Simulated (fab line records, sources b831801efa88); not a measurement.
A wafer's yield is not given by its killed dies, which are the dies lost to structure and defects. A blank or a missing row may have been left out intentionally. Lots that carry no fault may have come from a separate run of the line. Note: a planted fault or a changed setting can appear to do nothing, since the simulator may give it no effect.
Matching of chambers	flow gf180mcu	cmp-01 running GF_V2_CMP_26: 4 sister chambers
The step polishes, stops on SiO2, t overpolish 15 s, target thk 0 nm. 14 wafers are shown with their chamber, then 7 later ones without.

WAFERS, EACH WITH ITS CHAMBER
wafer	chamber	motor_current_A (A)	time_to_endpoint_s (s)	slurry_flow_ml_min
L475.1	2	13.9	87	150.0
L475.3	0	9.8	84	149.9
L475.4	3	13.8	86	150.3
L478.4	2	13.5	88	150.8
L478.5	1	10.1	79	150.1
L478.6	2	13.3	88	150.5
L477.2	1	9.6	76	149.5
L477.5	3	13.7	83	149.8
L477.6	0	9.9	79	150.2
L482.2	2	13.2	91	150.6
L482.3	3	13.8	85	150.0
L482.6	3	13.6	86	150.2
L485.1	0	10.6	77	149.9
L485.2	2	13.9	82	149.7

SIGNATURES (averages over the wafers above)
reading	chamber 0	chamber 1	chamber 2	chamber 3	scatter within a chamber
motor_current_A	10.100	9.850	13.560	13.725	0.311
time_to_endpoint_s	80.00	77.50	87.20	85.00	2.82
slurry_flow_ml_min	150.000	149.800	150.320	150.075	0.349
Rule: a wafer lies at a distance from a chamber equal to the root of the sum of squares, over the readings, of (its reading less the chamber's mean, divided by the reading's scatter). The wafer belongs to the nearest chamber; if the next one is less than 2 further off, it can't be placed. The scatter: the root of (the sum of the squares of (reading less its chamber's mean) over the shown wafers, divided by (wafers less chambers)).

WAFERS WHOSE CHAMBER IS MISSING
wafer	motor_current_A (A)	time_to_endpoint_s (s)	slurry_flow_ml_min
L485.4	10.3	75	148.9
L487.1	10.4	79	149.8
L487.2	13.7	86	150.3
L487.3	10.7	76	149.4
L490.1	10.4	85	150.0
L490.4	9.9	79	149.9
L490.5	10.1	81	150.7

THE CHAMBER EACH PASSED THROUGH
wafer	from the rows above	in truth
L485.4	can't be placed: 1 or 0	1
L487.1	can't be placed: 0 or 1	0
L487.2	can't be placed: 2 or 3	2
L487.3	can't be placed: 0 or 1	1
L490.1	can't be placed: 0 or 1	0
L490.4	can't be placed: 1 or 0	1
L490.5	can't be placed: 0 or 1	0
0 of 7 placed correctly. Cannot be placed on the basis of these rows: 7; the candidates contain the true chamber in 7. Placed wrongly: 0.
